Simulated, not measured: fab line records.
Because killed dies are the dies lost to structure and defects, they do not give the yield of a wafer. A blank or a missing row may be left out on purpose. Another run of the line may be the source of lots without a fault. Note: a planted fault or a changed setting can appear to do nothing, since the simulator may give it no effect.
fab line records    flow sky130
record lots=12  wafers=36  last_day=50
route steps=708 shown POLY_GATE@229 LDD_N@253 LDD_HVN@276 PAD_OPEN@708
lots that met no fault: from a run of the same line without faults
start_h: hours from the record's opening day to when the first of the lot's shown wafers began    wait_h: how many hours have passed since the lot's step before this one    " identical to the entry in the row above    L1.1+2: one row covering several wafers at once    - no value, or no start was given    * or withheld: withheld    < > ~ a bound
route shown NAME@n: NAME is a module with steps in the file, n the number in the route of the first one    usual: mean and standard deviation over wafers with no fault    same: alike in all rows    chamber/n: place in a boat    sites: the reading at each site    _std_site: the values' standard deviation    _edge_site: mean of outer sites minus mean of inner sites    radius_mm: for every site, how far away it sits from the centre of the wafer    mask NAME#n: copy n    behind: the most recent tool/chamber to have shaped the wafer    hold: why the lot was held/for how many hours/how that ended    device: which transistor (n, p or np) failed to switch    end of line: the tests these same wafers got at the end of their route    step lacking rows: just its recipe    killed: not the wafer's yield, but the dies lost to structure and defects at the first sort    map: shows each die of a wafer: x if killed, . if not, _ if none is there
set.NAME: setting as actually run; set.NAME@STEP: the setting as run at that earlier step    model.NAME: the simulator's own value behind a step, which no gauge read
one table for each step of the route and one row for each wafer, over a sample of lots
services: the hour from which a tool's chamber was out of use, counted from the record's first day as start_h (under 0 if before that day), plus the number of hours and why
## steps
# step SKY_POLY_GATE_ETCH_15
# recipe chemistry=N2/H2  target=BARC  ion_energy_ev=200  source_w=500  bias_w=100  pressure_mtorr=30  n2_flow_sccm=100  h2_flow_sccm=200  stop_on=SiO2  time_s=118.5  target_depth_a=1100
# usual drypump_motor_current_A=5.7/0.41  h2_flow_sccm=200.0/0.55  oes_product_au=0.716/0.0047  throttle_valve_pct=13.212/0.0084
lot.wafer  tool         chamber  start_h  wait_h  drypump_motor_current_A  h2_flow_sccm  oes_product_au  rf_hours_counter_h  throttle_valve_pct
L210.1     rie_diel-03  1        380.49   0.0     5.1                      198.8         0.714           1                   13.209
L210.2     "            0        "        "       5.3                      200.3         0.714           82                  13.213
L210.4     "            2        "        "       5.8                      199.7         0.713           55                  13.205
L211.1     rie_diel-02  0        380.84   0.0     5.3                      199.8         0.715           36                  13.218
L211.3     "            3        "        "       6.2                      199.5         0.707           5                   13.210
L211.5     "            2        "        "       6.1                      199.7         0.718           -                   13.220
L217.1     rie_diel-03  2        448.62   0.0     5.8                      199.4         0.727           56                  13.210
L217.4     "            3        "        "       5.8                      200.3         0.712           98                  13.216
L217.5     "            1        "        "       5.1                      199.4         0.712           -                   13.206
L216.3     rie_diel-02  2        449.24   0.0     6.1                      199.9         0.718           99                  13.201
L216.4     "            3        "        "       6.2                      199.8         0.717           -                   13.203
L216.5     "            2        "        "       6.1                      199.7         0.724           -                   13.210
L223.2     rie_diel-03  2        517.39   0.0     5.8                      200.0         0.720           57                  13.221
L223.5     "            2        "        "       5.8                      199.8         0.725           -                   13.207
L223.6     "            1        "        "       5.1                      200.2         0.720           -                   13.206
L224.1     rie_diel-03  2        522.14   0.0     5.8                      200.6         0.715           58                  13.216
L224.2     "            0        "        "       5.2                      200.3         0.719           85                  13.219
L224.6     "            1        "        "       5.1                      199.8         0.718           -                   13.217
L225.1     rie_diel-02  0        530.19   0.0     5.3                      199.3         0.717           40                  13.195
L225.2     "            1        "        "       6.2                      199.8         0.717           1                   13.211
L225.4     "            2        "        "       6.1                      200.1         0.717           0                   13.212
L228.2     rie_diel-03  2        541.34   0.0     5.8                      200.0         0.718           58                  13.213
L228.3     "            3        "        "       5.9                      199.8         0.724           1                   13.212
L228.4     "            2        "        "       5.8                      200.1         0.720           -                   13.212
L227.2     rie_diel-02  0        543.57   0.0     5.3                      198.8         0.712           40                  13.202
L227.3     "            3        "        "       6.2                      199.3         0.717           8                   13.208
L227.5     "            0        "        "       5.3                      200.2         0.714           -                   13.210
L230.2     rie_diel-01  1        549.59   0.0     6.3                      199.8         0.717           60                  13.219
L230.3     "            2        "        "       5.8                      199.5         0.713           5                   13.211
L230.5     "            0        "        "       5.4                      200.5         0.718           -                   13.224
L229.3     rie_diel-03  2        551.49   0.0     5.8                      199.6         0.703           58                  13.190
L229.4     "            2        "        "       5.8                      199.5         0.716           -                   13.218
L229.6     "            1        "        "       5.1                      200.6         0.714           -                   13.214
L233.1     rie_diel-02  2        570.67   0.0     6.1                      200.4         0.715           1                   13.211
L233.4     "            1        "        "       6.2                      200.1         0.716           2                   13.222
L233.5     "            0        "        "       5.3                      199.6         0.720           -                   13.205
# step SKY_POLY_GATE_STRIP_18
# recipe chemistry=O2/N2  power_w=1400  pressure_mtorr=1500  platen_temp_c=withheld  o2_flow_sccm=3000  n2_flow_sccm=300  overash_fraction=0.5
# usual drypump_motor_current_A=5.5/0.48  oes_product_au=0.361/0.0043  strip_time_to_endpoint_s=3.161/0.028
lot.wafer  tool             chamber  start_h  wait_h  drypump_motor_current_A  oes_product_au  rf_hours_counter_h  strip_time_to_endpoint_s
L210.1     plasma_asher-01  1        380.72   0.0     5.7                      0.365           28                  3.167
L210.2     "                0        "        "       4.9                      0.356           28                  3.192
L210.4     "                0        "        "       5.0                      0.365           -                   3.172
L211.1     plasma_asher-03  0        381.07   0.0     5.2                      0.363           67                  3.175
L211.3     "                0        "        "       5.3                      0.361           -                   3.172
L211.5     "                1        "        "       6.2                      0.357           -                   3.173
L217.1     plasma_asher-02  0        448.86   0.0     6.1                      0.362           63                  3.210
L217.4     "                0        "        "       6.1                      0.366           -                   3.229
L217.5     "                1        "        "       5.2                      0.357           -                   3.183
L216.3     plasma_asher-03  0        449.51   0.1     5.2                      0.363           -                   3.178
L216.4     "                1        "        "       6.1                      0.366           -                   3.197
L216.5     "                0        "        "       5.3                      0.358           -                   3.177
L223.2     plasma_asher-03  0        517.62   0.0     5.3                      0.358           8                   3.180
L223.5     "                1        "        "       6.2                      0.365           -                   3.177
L223.6     "                0        "        "       5.2                      0.362           -                   3.166
L224.1     plasma_asher-03  1        522.37   0.0     6.2                      0.364           9                   3.170
L224.2     "                0        "        "       5.2                      0.362           9                   3.184
L224.6     "                0        "        "       5.2                      0.366           -                   3.149
L225.1     plasma_asher-01  1        530.42   0.0     5.7                      0.358           43                  3.115
L225.2     "                0        "        "       5.0                      0.357           43                  3.101
L225.4     "                0        "        "       4.9                      0.367           -                   3.095
L228.2     plasma_asher-02  1        541.57   0.0     5.2                      0.363           71                  3.180
L228.3     "                0        "        "       6.1                      0.361           -                   3.150
L228.4     "                1        "        "       5.2                      0.357           -                   3.160
L227.2     plasma_asher-02  0        543.81   0.0     6.1                      0.363           72                  3.137
L227.3     "                0        "        "       6.1                      0.364           -                   3.174
L227.5     "                0        "        "       6.1                      0.369           -                   3.166
L230.2     plasma_asher-01  0        549.82   0.0     4.9                      0.355           45                  3.165
L230.3     "                0        "        "       4.9                      0.371           -                   3.164
L230.5     "                0        "        "       4.9                      0.353           -                   3.145
L229.3     plasma_asher-02  0        551.76   0.1     6.1                      0.362           -                   3.175
L229.4     "                1        "        "       5.2                      0.363           -                   3.157
L229.6     "                0        "        "       6.1                      0.361           -                   3.141
L233.1     plasma_asher-02  1        570.90   0.0     5.1                      0.359           75                  3.202
L233.4     "                1        "        "       5.2                      0.359           -                   3.177
L233.5     "                1        "        "       5.2                      0.359           -                   3.163
# step SKY_LDD_N_STRIP_16
# recipe chemistry=O2/N2  power_w=1400  pressure_mtorr=1500  platen_temp_c=withheld  o2_flow_sccm=3000  n2_flow_sccm=300  overash_fraction=0.5
# usual drypump_motor_current_A=5.4/0.39  oes_product_au=0.406/0.0046  strip_time_to_endpoint_s=4.323/0.012
lot.wafer  tool             chamber  start_h  wait_h  drypump_motor_current_A  oes_product_au  rf_hours_counter_h  strip_time_to_endpoint_s
L211.1     plasma_asher-04  0        414.32   0.1     5.8                      0.405           68                  4.330
L211.3     "                1        "        "       5.2                      0.400           -                   4.327
L211.5     "                1        "        "       5.2                      0.402           -                   4.327
L210.1     plasma_asher-04  1        415.95   0.1     5.2                      0.403           68                  4.320
L210.2     "                0        "        "       5.7                      0.411           68                  4.302
L210.4     "                1        "        "       5.2                      0.404           -                   4.330
L217.1     plasma_asher-02  1        483.68   0.1     5.2                      0.409           66                  4.330
L217.4     "                0        "        "       6.1                      0.404           -                   4.313
L217.5     "                0        "        "       6.1                      0.411           -                   4.311
L216.3     plasma_asher-01  0        484.36   0.1     4.9                      0.401           -                   4.297
L216.4     "                1        "        "       5.7                      0.408           -                   4.329
L216.5     "                1        "        "       5.7                      0.401           -                   4.314
L223.2     plasma_asher-01  1        550.43   0.1     5.7                      0.399           45                  4.297
L223.5     "                0        "        "       5.0                      0.405           -                   4.332
L223.6     "                1        "        "       5.7                      0.396           -                   4.324
L224.1     plasma_asher-02  1        555.15   0.1     5.2                      0.411           73                  4.330
L224.2     "                0        "        "       6.1                      0.400           73                  4.332
L224.6     "                1        "        "       5.2                      0.401           -                   4.312
L225.1     plasma_asher-04  1        562.40   0.1     5.2                      0.402           83                  4.318
L225.2     "                0        "        "       5.7                      0.403           83                  4.322
L225.4     "                0        "        "       5.7                      0.401           -                   4.331
L228.2     plasma_asher-01  1        574.48   0.1     5.7                      0.406           48                  4.303
L228.3     "                0        "        "       4.9                      0.407           -                   4.342
L228.4     "                1        "        "       5.7                      0.414           -                   4.332
L227.2     plasma_asher-01  0        576.15   0.1     4.9                      0.409           48                  4.331
L227.3     "                1        "        "       5.7                      0.403           -                   4.334
L227.5     "                0        "        "       4.9                      0.414           -                   4.324
L230.2     plasma_asher-01  0        582.23   0.1     4.9                      0.415           48                  4.347
L230.3     "                0        "        "       4.9                      0.405           -                   4.328
L230.5     "                1        "        "       5.7                      0.407           -                   4.323
L229.3     plasma_asher-01  1        584.66   0.1     5.7                      0.405           -                   4.329
L229.4     "                0        "        "       4.9                      0.419           -                   4.332
L229.6     "                1        "        "       5.7                      0.398           -                   4.309
L233.1     plasma_asher-02  1        603.77   0.1     5.2                      0.404           78                  4.312
L233.4     "                0        "        "       6.1                      0.421           -                   4.338
L233.5     "                0        "        "       6.1                      0.414           -                   4.332
# step SKY_LDD_HVN_STRIP_09
# recipe chemistry=O2/N2  power_w=1400  pressure_mtorr=1500  platen_temp_c=withheld  o2_flow_sccm=3000  n2_flow_sccm=300  overash_fraction=0.5
# usual drypump_motor_current_A=5.5/0.41  oes_product_au=0.409/0.0041  strip_time_to_endpoint_s=4.138/0.014
lot.wafer  tool             chamber  start_h  wait_h  drypump_motor_current_A  oes_product_au  rf_hours_counter_h  strip_time_to_endpoint_s
L211.1     plasma_asher-04  0        475.35   0.1     5.8                      0.411           74                  4.130
L211.3     "                0        "        "       5.8                      0.415           -                   4.125
L211.5     "                1        "        "       5.2                      0.407           -                   4.141
L210.1     plasma_asher-01  0        476.95   0.1     4.9                      0.410           38                  4.130
L210.2     "                1        "        "       5.7                      0.415           38                  4.142
L210.4     "                0        "        "       4.9                      0.409           -                   4.145
L217.1     plasma_asher-04  1        543.85   0.1     5.2                      0.406           81                  4.144
L217.4     "                1        "        "       5.2                      0.408           -                   4.139
L217.5     "                1        "        "       5.2                      0.408           -                   4.116
L216.3     plasma_asher-01  1        545.59   0.1     5.7                      0.412           -                   4.148
L216.4     "                0        "        "       4.9                      0.410           -                   4.112
L216.5     "                1        "        "       5.7                      0.406           -                   4.131
L223.2     plasma_asher-03  0        609.48   0.1     5.2                      0.412           17                  4.398
L223.5     "                1        "        "       6.2                      0.414           -                   4.159
L223.6     "                0        "        "       5.2                      0.412           -                   4.352
L224.1     plasma_asher-03  0        614.95   0.1     5.2                      0.411           18                  4.395
L224.2     "                1        "        "       6.2                      0.410           18                  4.128
L224.6     "                0        "        "       5.2                      0.402           -                   4.369
L225.1     plasma_asher-01  1        622.20   0.1     5.7                      0.405           52                  4.148
L225.2     "                0        "        "       4.9                      0.408           52                  4.153
L225.4     "                0        "        "       4.9                      0.420           -                   4.163
L228.2     plasma_asher-04  0        632.44   0.1     5.7                      0.410           89                  4.127
L228.3     "                0        "        "       5.8                      0.410           -                   4.141
L228.4     "                1        "        "       5.2                      0.411           -                   4.127
L227.2     plasma_asher-04  1        634.73   0.1     5.2                      0.408           90                  4.153
L227.3     "                1        "        "       5.2                      0.407           -                   4.155
L227.5     "                0        "        "       5.7                      0.418           -                   4.154
L230.2     plasma_asher-01  0        640.48   0.1     4.9                      0.410           54                  4.140
L230.3     "                1        "        "       5.7                      0.413           -                   4.130
L230.5     "                1        "        "       5.7                      0.413           -                   4.111
L229.3     plasma_asher-01  0        643.84   0.1     4.9                      0.405           -                   4.169
L229.4     "                1        "        "       5.7                      0.406           -                   4.152
L229.6     "                1        "        "       5.7                      0.411           -                   4.154
L233.1     plasma_asher-04  1        661.78   0.1     5.2                      0.408           92                  4.138
L233.4     "                1        "        "       5.2                      0.406           -                   4.127
L233.5     "                1        "        "       5.2                      0.407           -                   4.137
# step SKY_PAD_OPEN_PROBE_99
# usual killed_at_M0_to_M3=44/6.2  killed_at_M4_up=3.3/1.8  killed_at_contacts=25/5.8  killed_at_front_end=15/4  killed_at_other=0.3/0.49  killed_dies=88/8.8  killed_open=48/6.5  killed_short=39/6.3
# same gross_dies=492  killed_at_back_side=0
lot.wafer  tool       chamber  start_h  wait_h  killed_at_M0_to_M3  killed_at_M4_up  killed_at_contacts  killed_at_front_end  killed_at_other  killed_dies  killed_open  killed_short
L211.1     prober-02  -        1084.11  0.1     48                  1                21                  18                   0                88           52           36
L211.3     prober-02  -        1084.21  0.2     48                  2                30                  15                   0                95           53           42
L211.5     prober-02  -        1084.31  0.2     58                  3                17                  15                   1                94           55           39
L210.1     prober-01  -        1085.61  0.1     45                  5                31                  13                   0                94           57           37
L210.2     prober-01  -        1085.66  0.1     41                  6                24                  16                   0                87           44           43
L210.4     prober-01  -        1085.76  0.2     39                  4                37                  13                   0                93           50           42
L217.1     prober-01  -        1129.48  0.1     39                  6                22                  16                   0                83           57           26
L217.4     prober-01  -        1129.63  0.2     40                  2                29                  16                   1                88           46           41
L217.5     prober-01  -        1129.68  0.2     51                  3                17                  11                   0                82           47           35
L216.3     prober-02  -        1134.46  0.2     45                  4                15                  13                   1                78           42           35
L216.4     prober-02  -        1134.51  0.2     51                  2                31                  18                   2                104          52           52
L216.5     prober-02  -        1134.56  0.2     42                  5                23                  18                   0                88           51           37
L223.2     prober-02  -        1176.41  0.1     48                  1                14                  16                   0                79           33           45
L223.5     prober-02  -        1176.56  0.2     40                  6                23                  9                    0                78           36           41
L223.6     prober-02  -        1176.61  0.2     45                  2                14                  17                   0                78           38           38
L224.1     prober-01  -        1177.13  0.1     55                  1                27                  18                   0                101          52           49
L224.2     prober-01  -        1177.18  0.1     40                  1                24                  17                   0                82           35           47
L224.6     prober-01  -        1177.38  0.2     41                  4                15                  23                   0                83           48           35
L225.1     prober-01  -        1184.42  0.1     62                  3                18                  14                   0                97           59           38
L225.2     prober-01  -        1184.47  0.1     47                  3                20                  19                   0                89           52           36
L225.4     prober-01  -        1184.57  0.2     30                  4                23                  11                   0                68           39           29
L228.2     prober-02  -        1185.97  0.1     40                  4                24                  19                   0                87           53           34
L228.3     prober-02  -        1186.02  0.2     35                  1                22                  14                   0                72           44           28
L228.4     prober-02  -        1186.07  0.2     48                  3                25                  11                   0                87           50           37
L227.2     prober-01  -        1190.30  0.1     47                  3                25                  21                   0                96           52           44
L227.3     prober-01  -        1190.35  0.2     38                  3                24                  16                   1                82           43           39
L227.5     prober-01  -        1190.45  0.2     45                  3                30                  8                    0                86           47           39
L230.2     prober-02  -        1193.81  0.1     35                  1                23                  18                   0                77           34           43
L230.3     prober-02  -        1193.86  0.2     49                  2                27                  19                   0                97           47           50
L230.5     prober-02  -        1193.96  0.2     38                  3                21                  12                   1                75           40           35
L229.3     prober-01  -        1195.28  0.2     56                  9                17                  16                   0                98           46           52
L229.4     prober-01  -        1195.33  0.2     48                  4                29                  8                    0                89           52           37
L229.6     prober-01  -        1195.43  0.2     46                  5                18                  10                   0                79           43           36
L233.1     prober-02  -        1204.27  0.1     43                  4                25                  23                   1                96           49           44
L233.4     prober-02  -        1204.42  0.2     41                  2                37                  19                   1                100          46           53
L233.5     prober-02  -        1204.47  0.2     45                  4                28                  13                   0                90           47           42
# killed by level:class
L211.1 VIA1:geometric_particle:open=18 CONTACT:geometric_particle:open=9 LI_CONTACT:geometric_particle:open=7 VIA1:geometric_particle:short=7 POLY_GATE:geometric_particle:short=6 METAL1:geometric_particle:short=5 FIELD_ISO:geometric_particle:short=4 POLY_GATE:geometric_particle:open=4
L211.3 CONTACT:geometric_particle:open=13 VIA1:geometric_particle:open=10 LI_CONTACT:geometric_particle:open=7 VIA2:geometric_particle:open=7 VIA3:geometric_particle:open=6 VIA1:geometric_particle:short=5 VIA2:geometric_particle:short=5 METAL2:geometric_particle:short=5
L211.5 VIA1:geometric_particle:open=16 LI_CONTACT:geometric_particle:open=10 VIA3:geometric_particle:open=7 VIA1:geometric_particle:short=6 POLY_GATE:geometric_particle:open=5 METAL2:geometric_particle:short=5 METAL1:geometric_particle:short=5 VIA2:geometric_particle:open=5
L210.1 CONTACT:geometric_particle:open=11 VIA1:geometric_particle:open=11 VIA3:geometric_particle:open=11 LI_CONTACT:geometric_particle:open=8 CONTACT:geometric_particle:short=6 POLY_GATE:geometric_particle:open=5 VIA2:geometric_particle:open=5 METAL4:geometric_particle:short=5
L210.2 VIA1:geometric_particle:open=11 CONTACT:geometric_particle:open=8 LI_CONTACT:geometric_particle:open=7 POLY_GATE:geometric_particle:short=6 CONTACT:geometric_particle:short=6 VIA3:geometric_particle:open=6 METAL4:geometric_particle:short=5 METAL1:geometric_particle:short=5
L210.4 LI_CONTACT:geometric_particle:open=13 CONTACT:geometric_particle:open=11 METAL2:geometric_particle:short=7 LOCAL_INTERCONNECT:geometric_particle:short=6 VIA1:geometric_particle:open=6 VIA3:geometric_particle:open=6 CONTACT:geometric_particle:short=5 POLY_GATE:geometric_particle:short=4
L217.1 CONTACT:geometric_particle:open=14 VIA1:geometric_particle:open=14 LI_CONTACT:geometric_particle:open=6 VIA1:geometric_particle:short=6 VIA2:geometric_particle:open=5 VIA3:geometric_particle:open=5 FIELD_ISO:geometric_particle:open=4 SPACER:geometric_particle:short=4
L217.4 CONTACT:geometric_particle:open=11 VIA1:geometric_particle:open=10 VIA1:geometric_particle:short=9 POLY_GATE:geometric_particle:open=8 CONTACT:geometric_particle:short=7 POLY_GATE:geometric_particle:short=5 LOCAL_INTERCONNECT:geometric_particle:short=5 VIA3:geometric_particle:open=5
L217.5 VIA1:geometric_particle:open=12 VIA2:geometric_particle:open=10 CONTACT:geometric_particle:open=6 FIELD_ISO:geometric_particle:open=5 CONTACT:geometric_particle:short=5 METAL1:geometric_particle:short=5 VIA1:geometric_particle:short=4 METAL1:geometric_particle:open=4
L216.3 VIA2:geometric_particle:open=11 VIA1:geometric_particle:open=9 VIA3:geometric_particle:open=7 CONTACT:geometric_particle:short=5 CONTACT:geometric_particle:open=4 METAL3:geometric_particle:short=4 METAL4:geometric_particle:short=4 LI_CONTACT:geometric_particle:open=3
L216.4 CONTACT:geometric_particle:open=11 VIA2:geometric_particle:open=11 METAL1:geometric_particle:short=10 LI_CONTACT:geometric_particle:open=8 VIA1:geometric_particle:open=8 FIELD_ISO:geometric_particle:short=6 CONTACT:geometric_particle:short=6 POLY_GATE:geometric_particle:short=5
L216.5 VIA1:geometric_particle:open=11 CONTACT:geometric_particle:open=8 VIA2:geometric_particle:open=8 METAL1:geometric_particle:short=6 VIA1:geometric_particle:short=6 FIELD_ISO:geometric_particle:open=5 LI_CONTACT:geometric_particle:open=5 VIA3:geometric_particle:open=5
L223.2 METAL1:geometric_particle:short=9 VIA1:geometric_particle:short=7 VIA1:geometric_particle:open=7 METAL2:geometric_particle:short=6 FIELD_ISO:geometric_particle:short=5 LI_CONTACT:geometric_particle:open=5 VIA3:geometric_particle:open=5 VIA2:geometric_particle:open=5
L223.5 VIA1:geometric_particle:open=9 METAL1:geometric_particle:short=7 CONTACT:geometric_particle:open=6 METAL2:geometric_particle:short=6 LOCAL_INTERCONNECT:geometric_particle:short=5 LI_CONTACT:geometric_particle:short=5 VIA3:geometric_particle:open=5 CONTACT:geometric_particle:short=3
L223.6 VIA1:geometric_particle:open=12 METAL2:geometric_particle:short=8 POLY_GATE:geometric_particle:short=5 POLY_GATE:geometric_particle:open=5 VIA1:geometric_particle:short=5 LI_CONTACT:geometric_particle:open=4 VIA2:geometric_particle:open=4 CONTACT:geometric_particle:short=4
L224.1 VIA2:geometric_particle:open=11 CONTACT:geometric_particle:open=9 VIA1:geometric_particle:open=8 VIA3:geometric_particle:open=7 METAL2:geometric_particle:short=6 LI_CONTACT:geometric_particle:open=6 VIA1:geometric_particle:short=6 METAL1:geometric_particle:short=6
L224.2 METAL2:geometric_particle:short=9 VIA1:geometric_particle:short=8 VIA1:geometric_particle:open=8 CONTACT:geometric_particle:short=6 LI_CONTACT:geometric_particle:short=5 LI_CONTACT:geometric_particle:open=5 CONTACT:geometric_particle:open=5 METAL3:geometric_particle:short=5
L224.6 VIA2:geometric_particle:open=10 VIA1:geometric_particle:open=7 LI_CONTACT:geometric_particle:open=6 FIELD_ISO:geometric_particle:open=5 CONTACT:geometric_particle:open=4 FIELD_ISO:geometric_particle:short=3 POLY_GATE:geometric_particle:short=3 POLY_GATE:geometric_particle:open=3
L225.1 VIA1:geometric_particle:open=20 CONTACT:geometric_particle:open=9 VIA3:geometric_particle:open=8 VIA2:geometric_particle:open=7 METAL1:geometric_particle:short=7 VIA1:geometric_particle:short=6 METAL2:geometric_particle:short=4 FIELD_ISO:geometric_particle:short=3
L225.2 LI_CONTACT:geometric_particle:open=9 VIA2:geometric_particle:open=8 VIA1:geometric_particle:open=8 CONTACT:geometric_particle:open=7 VIA3:geometric_particle:open=7 METAL1:geometric_particle:short=6 POLY_GATE:geometric_particle:short=4 SPACER:geometric_particle:open=4
L225.4 LI_CONTACT:geometric_particle:open=7 CONTACT:geometric_particle:open=7 VIA1:geometric_particle:open=7 CONTACT:geometric_particle:short=6 VIA1:geometric_particle:short=5 VIA2:geometric_particle:open=5 VIA3:geometric_particle:open=4 FIELD_ISO:geometric_particle:short=3
L228.2 CONTACT:geometric_particle:open=12 VIA1:geometric_particle:open=11 FIELD_ISO:geometric_particle:open=8 VIA3:geometric_particle:open=7 LI_CONTACT:geometric_particle:open=7 FIELD_ISO:geometric_particle:short=5 CONTACT:geometric_particle:short=4 METAL1:geometric_particle:short=4
L228.3 CONTACT:geometric_particle:open=10 VIA2:geometric_particle:open=7 VIA1:geometric_particle:open=6 LI_CONTACT:geometric_particle:open=6 FIELD_ISO:geometric_particle:open=5 METAL2:geometric_particle:short=5 VIA3:geometric_particle:open=5 VIA3:geometric_particle:short=4
L228.4 VIA1:geometric_particle:open=10 VIA2:geometric_particle:open=9 VIA3:geometric_particle:open=8 CONTACT:geometric_particle:open=8 METAL1:geometric_particle:short=8 CONTACT:geometric_particle:short=7 POLY_GATE:geometric_particle:open=5 LI_CONTACT:geometric_particle:open=4
L227.2 VIA1:geometric_particle:open=12 CONTACT:geometric_particle:open=10 POLY_GATE:geometric_particle:short=8 VIA2:geometric_particle:open=8 FIELD_ISO:geometric_particle:short=5 CONTACT:geometric_particle:short=5 LI_CONTACT:geometric_particle:open=5 VIA1:geometric_particle:short=5
L227.3 VIA1:geometric_particle:open=7 LOCAL_INTERCONNECT:geometric_particle:short=6 CONTACT:geometric_particle:open=6 VIA2:geometric_particle:open=6 VIA3:geometric_particle:short=6 VIA3:geometric_particle:open=6 VIA1:geometric_particle:short=5 FIELD_ISO:geometric_particle:open=4
L227.5 VIA1:geometric_particle:open=11 CONTACT:geometric_particle:open=9 LI_CONTACT:geometric_particle:open=7 VIA1:geometric_particle:short=6 VIA2:geometric_particle:open=6 CONTACT:geometric_particle:short=5 VIA3:geometric_particle:short=5 METAL2:geometric_particle:short=5
L230.2 VIA1:geometric_particle:open=8 LI_CONTACT:geometric_particle:open=7 VIA1:geometric_particle:short=7 FIELD_ISO:geometric_particle:short=5 LI_CONTACT:geometric_particle:short=5 CONTACT:geometric_particle:open=5 METAL1:geometric_particle:short=5 METAL2:geometric_particle:short=5
L230.3 VIA1:geometric_particle:short=8 LI_CONTACT:geometric_particle:open=7 VIA1:geometric_particle:open=7 VIA2:geometric_particle:open=7 FIELD_ISO:geometric_particle:open=6 VIA3:geometric_particle:open=6 CONTACT:geometric_particle:open=5 LOCAL_INTERCONNECT:geometric_particle:short=5
L230.5 VIA1:geometric_particle:open=9 CONTACT:geometric_particle:open=8 LI_CONTACT:geometric_particle:open=7 VIA2:geometric_particle:open=5 VIA3:geometric_particle:short=5 VIA3:geometric_particle:open=5 POLY_GATE:geometric_particle:short=4 CONTACT:geometric_particle:short=4
L229.3 METAL1:geometric_particle:short=12 VIA2:geometric_particle:open=11 VIA2:geometric_particle:short=6 VIA1:geometric_particle:open=5 LI_CONTACT:geometric_particle:short=5 CONTACT:geometric_particle:open=5 METAL2:geometric_particle:short=5 FIELD_ISO:geometric_particle:short=4
L229.4 VIA2:geometric_particle:open=11 CONTACT:geometric_particle:open=10 VIA3:geometric_particle:open=10 METAL1:geometric_particle:short=9 CONTACT:geometric_particle:short=7 VIA1:geometric_particle:open=7 LI_CONTACT:geometric_particle:open=6 LOCAL_INTERCONNECT:geometric_particle:short=4
L229.6 METAL2:geometric_particle:short=8 VIA3:geometric_particle:open=8 VIA1:geometric_particle:open=7 LI_CONTACT:geometric_particle:open=6 CONTACT:geometric_particle:open=5 VIA3:geometric_particle:short=5 METAL1:geometric_particle:short=5 VIA2:geometric_particle:open=5
L233.1 CONTACT:geometric_particle:open=10 VIA1:geometric_particle:open=10 CONTACT:geometric_particle:short=7 VIA1:geometric_particle:short=7 VIA2:geometric_particle:open=7 FIELD_ISO:geometric_particle:short=6 METAL2:geometric_particle:short=6 POLY_GATE:geometric_particle:open=5
L233.4 VIA1:geometric_particle:open=12 CONTACT:geometric_particle:short=10 CONTACT:geometric_particle:open=10 METAL2:geometric_particle:short=8 FIELD_ISO:geometric_particle:short=7 LI_CONTACT:geometric_particle:open=6 LOCAL_INTERCONNECT:geometric_particle:short=6 METAL1:geometric_particle:short=6
L233.5 CONTACT:geometric_particle:short=12 VIA2:geometric_particle:open=11 CONTACT:geometric_particle:open=7 LI_CONTACT:geometric_particle:open=6 VIA3:geometric_particle:open=5 METAL1:geometric_particle:short=5 VIA1:geometric_particle:open=5 METAL2:geometric_particle:short=5
## services
tool             chamber  start_h  hours  kind
rie_diel-03      3        364.49   15.7   repair
rie_diel-02      -        371.18   4.3    pm
plasma_asher-04  -        388.83   1.4    repair
rie_diel-03      1        394.21   4.1    repair
rie_diel-03      -        420.62   2.8    pm
plasma_asher-03  -        421.27   9.0    pm
plasma_asher-03  0        421.27   9.0    vent_cycle
plasma_asher-03  1        421.27   9.0    vent_cycle
plasma_asher-03  0        430.27   -      clean
plasma_asher-03  1        430.27   -      clean
rie_diel-03      3        460.70   -      clean
rie_diel-02      2        466.10   14.7   repair
rie_diel-03      2        474.47   3.4    repair
rie_diel-03      0        493.39   7.2    repair
rie_diel-03      1        505.25   6.2    repair
rie_diel-01      1        517.45   3.4    repair
plasma_asher-04  -        551.10   4.7    repair
rie_diel-03      3        553.16   11.7   repair
rie_diel-03      0        558.79   4.5    repair
plasma_asher-04  -        560.49   1.9    repair
rie_diel-01      2        562.17   4.3    repair
rie_diel-01      -        573.01   0.8    repair
rie_diel-03      -        616.52   0.4    repair
rie_diel-02      0        640.66   4.0    repair
## key
first_sign step=SKY_LDD_HVN_STRIP_09  reading=strip_time_to_endpoint_s  direction=up  sigmas=17  usual=*  struck=*
effect none on later readings
met_at SKY_LDD_HVN_STRIP_09
struck_lots L223,L224
struck_wafers L223.2,L223.6,L224.1,L224.6
tester_left_out L223,L224
not_acting_at SKY_POLY_GATE_ETCH_15,SKY_POLY_GATE_STRIP_18,SKY_LDD_N_STRIP_16
fault kind=process_parameter_drift  tool=plasma_asher-03  chamber=0  onset_h=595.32  steps=SKY_LDD_HVN_STRIP_09  channel=power_w  offset=*  shape=step  end_h=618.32  acts_in=*  stated=*
# tester_left_out: of these lots the tester's yield and bins aren't shown, on N5 and GAA mostly nor the transistor test; their killed dies are dies lost to structure and defects alone, not to doping, threshold or leakage, so they don't give the yield
